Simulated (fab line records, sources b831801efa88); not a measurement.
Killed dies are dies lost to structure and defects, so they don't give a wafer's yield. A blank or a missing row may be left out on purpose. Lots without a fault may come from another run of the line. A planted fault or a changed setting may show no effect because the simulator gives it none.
A struck lot beside a sound one | flow sky130 | 34 steps out of a route of 708
Sound: wafers L363.2, L363.4, L363.6. Struck: wafers L355.1, L355.2, L355.5. The cause comes at the end.
At each step with rows: each side's tool, then ch and its chambers, then its first start. Under that, the readings that differ: sound wafers | struck wafers | difference of the means | sigmas: that difference in standard deviations of wafers without a fault.
alike: readings whose means differ by less than 2 such deviations, and words and numbers that are the same on both sides. not compared: withheld readings, readings that some wafer has no value for, bounds like >300 that may hide the same value, and numbers for which the record gives no deviation and whose values overlap.
The two part at a step that has a row with sigmas, a row that says differs or no value, or rows on one side only. Numbers that don't overlap but have no deviation are shown without sigmas and don't part them. A reading that every wafer of one side lacks parts them only if that side has two wafers or more.

first, 4 steps without rows for these wafers: SKY_VT_ADJUST_LVTN_SOFTBAKE_14 (time 60 s); SKY_VT_ADJUST_LVTN_EXPOSE_15 (exposes mask HVN STD DERIVED, target cd 600 nm); SKY_VT_ADJUST_LVTN_PEB_16; SKY_VT_ADJUST_LVTN_DEVELOP_17 (develop time 60 s).
SKY_VT_ADJUST_LVTN_OVL_MEAS_18:
  sound on overlay-01, day 11 22:07; struck on overlay-02, day 9 16:48
  alike: VT_ADJUST_LVTN_01_OVL
then, 1 step without rows for these wafers: SKY_VT_ADJUST_LVTN_IMPLANT_19.
SKY_VT_ADJUST_LVTN_STRIP_20: strips in O2/N2.
  sound on plasma_asher-03 ch 0,1, day 11 22:17; struck on plasma_asher-01 ch 0,1, day 9 16:59
  reading                     | sound             | struck            | difference | sigmas
  drypump_motor_current_A (A) | 6.2 6.3 6.2       | 5.5 5.3 5.5       | -0.8       | -2
  oes_product_au (a.u.)       | 0.699 0.715 0.708 | 0.716 0.721 0.721 | +0.012     | +3
  alike: strip_time_to_endpoint_s
  not compared: rf_hours_counter_h
SKY_VT_ADJUST_LVTN_TW_MEAS_21:
  sound on film_metro-03, day 11 22:24; struck on film_metro-01, day 9 17:05
  reading             | sound             | struck            | difference | sigmas
  VT_ADJUST_LVTN_2_TW | 192.0 191.2 191.7 | 186.9 187.1 186.5 | -4.8       | -3
then, 4 steps without rows for these wafers: SKY_VT_ADJUST_NCORE_DEHYDRATE_00 (time 60 s); SKY_VT_ADJUST_NCORE_HMDS_01 (prime time 60 s); SKY_VT_ADJUST_NCORE_COAT_02 (resist thk 1140 nm); SKY_VT_ADJUST_NCORE_SOFTBAKE_03 (time 60 s).
SKY_VT_ADJUST_NCORE_EXPOSE_04: exposes mask LVTN COMPLEMENT THIN, target cd 380 nm.
  sound on iline_stepper-01 ch 0, day 12 09:58; struck on iline_stepper-02 ch 0, day 10 03:44
  reading | sound                                                                | struck                  | difference | sigmas
  mask    | LVTN_COMPLEMENT_THIN#0 LVTN_COMPLEMENT_THIN#0 LVTN_COMPLEMENT_THIN#0 | HVTRM#0 HVTRM#0 HVTRM#0 | differs    |
then, 2 steps without rows for these wafers: SKY_VT_ADJUST_NCORE_PEB_05; SKY_VT_ADJUST_NCORE_DEVELOP_06 (develop time 60 s).
SKY_VT_ADJUST_NCORE_CD_MEAS_07: target cd 380 nm.
  sound on cd_sem-02, day 12 21:44; struck on cd_sem-02, day 10 15:21
  reading    | sound             | struck | difference                    | sigmas
  cd_nm (nm) | 383.4 384.0 383.0 | - - -  | no value on the struck wafers |
SKY_VT_ADJUST_NCORE_OVL_MEAS_08:
  sound on overlay-01, day 12 21:50; struck on overlay-02, day 10 15:28
  reading                  | sound       | struck | difference                    | sigmas
  VT_ADJUST_NCORE_OVL (nm) | 0.6 2.9 3.0 | - - -  | no value on the struck wafers |
then, 1 step without rows for these wafers: SKY_VT_ADJUST_NCORE_IMPLANT_09.
SKY_VT_ADJUST_NCORE_STRIP_10: strips in O2/N2.
  sound on plasma_asher-02 ch 1, day 12 22:01; struck on plasma_asher-02 ch 0,1, day 10 15:40
  alike: drypump_motor_current_A, oes_product_au, strip_time_to_endpoint_s
  not compared: rf_hours_counter_h
SKY_VT_ADJUST_NCORE_TW_MEAS_11:
  sound on film_metro-02, day 12 22:08; struck on film_metro-04, day 10 15:46
  reading            | sound       | struck   | difference | sigmas
  VT_ADJUST_NCORE_TW | 223 222 221 | 30 30 30 | -192       | -62
then, 7 steps without rows for these wafers: SKY_VT_ADJUST_HVTR_DEHYDRATE_00 (time 60 s); SKY_VT_ADJUST_HVTR_HMDS_01 (prime time 60 s); SKY_VT_ADJUST_HVTR_COAT_02 (resist thk 1140 nm); SKY_VT_ADJUST_HVTR_SOFTBAKE_03 (time 60 s); SKY_VT_ADJUST_HVTR_EXPOSE_04 (exposes mask HVTRM, target cd 380 nm); SKY_VT_ADJUST_HVTR_PEB_05; SKY_VT_ADJUST_HVTR_DEVELOP_06 (develop time 60 s).
SKY_VT_ADJUST_HVTR_CD_MEAS_07: target cd 380 nm.
  sound on cd_sem-02, day 13 22:48; struck on cd_sem-02, day 11 15:27
  reading    | sound             | struck            | difference | sigmas
  cd_nm (nm) | 378.6 376.4 377.6 | 382.8 382.6 381.4 | +4.7       | +2
SKY_VT_ADJUST_HVTR_OVL_MEAS_08:
  sound on overlay-01, day 13 22:55; struck on overlay-02, day 11 15:34
  alike: VT_ADJUST_HVTR_OVL
then, 1 step without rows for these wafers: SKY_VT_ADJUST_HVTR_IMPLANT_09.
SKY_VT_ADJUST_HVTR_STRIP_10: strips in O2/N2.
  sound on plasma_asher-01 ch 1, day 13 23:05; struck on plasma_asher-01 ch 0,1, day 11 15:46
  alike: drypump_motor_current_A, oes_product_au, strip_time_to_endpoint_s
  not compared: rf_hours_counter_h
SKY_VT_ADJUST_HVTR_TW_MEAS_11:
  sound on film_metro-03, day 13 23:12; struck on film_metro-03, day 11 15:52
  reading           | sound             | struck            | difference | sigmas
  VT_ADJUST_HVTR_TW | 214.1 213.5 214.3 | 266.8 266.5 268.6 | +53.3      | +21
then, 1 step without rows for these wafers: SKY_VT_ADJUST_PCH_DEHYDRATE_00 (time 60 s).
-- the record jumps here: 36 days lie between the struck wafers' starts before and after (it left off in module VT_ADJUST_PCH and takes up again in module PAD_OPEN, whose first step shown is number 708 of the route) --
SKY_PAD_OPEN_PROBE_99:
  sound on prober-02, day 49 02:07; struck on prober-02, day 47 15:26
  reading                                    | sound                         | struck                        | difference | sigmas
  model.etest.pfet_16v.r_on_ohm_um           | 1.496e+04 1.525e+04 1.492e+04 | 1.803e+04 1.762e+04 1.807e+04 | +2.863e+03 |
  model.etest.nfet_16v.r_on_ohm_um           | 1.421e+04 1.441e+04 1.41e+04  | 1.103e+04 1.086e+04 1.107e+04 | -3.253e+03 |
  model.etest.pfet_g5v0d10v5.r_on_ohm_um     | 4759 4794 4761                | 6035 5943 6090                | +1251      |
  model.etest.tip_p.rs_ohm_sq                | 6986 6961 6962                | 7836 7800 7838                | +855       |
  model.etest.pfet_01v8.r_on_ohm_um          | 2992 2940 3004                | 3399 3417 3402                | +427       |
  model.etest.res_pwell_under_gate.rs_ohm_sq | 2302 2301 2296                | 2609 2617 2609                | +312       |
  model.etest.nfet_g5v0d10v5.r_on_ohm_um     | 1880 1910 1871                | 1596 1580 1614                | -290       |
  model.etest.tip_p_5v.rs_ohm_sq             | 2817 2818 2811                | 3111 3114 3104                | +294       |

WHERE THEY PART
First at SKY_VT_ADJUST_LVTN_STRIP_20; last, within this record, at SKY_VT_ADJUST_HVTR_TW_MEAS_11.

WHY: what the simulator had put in
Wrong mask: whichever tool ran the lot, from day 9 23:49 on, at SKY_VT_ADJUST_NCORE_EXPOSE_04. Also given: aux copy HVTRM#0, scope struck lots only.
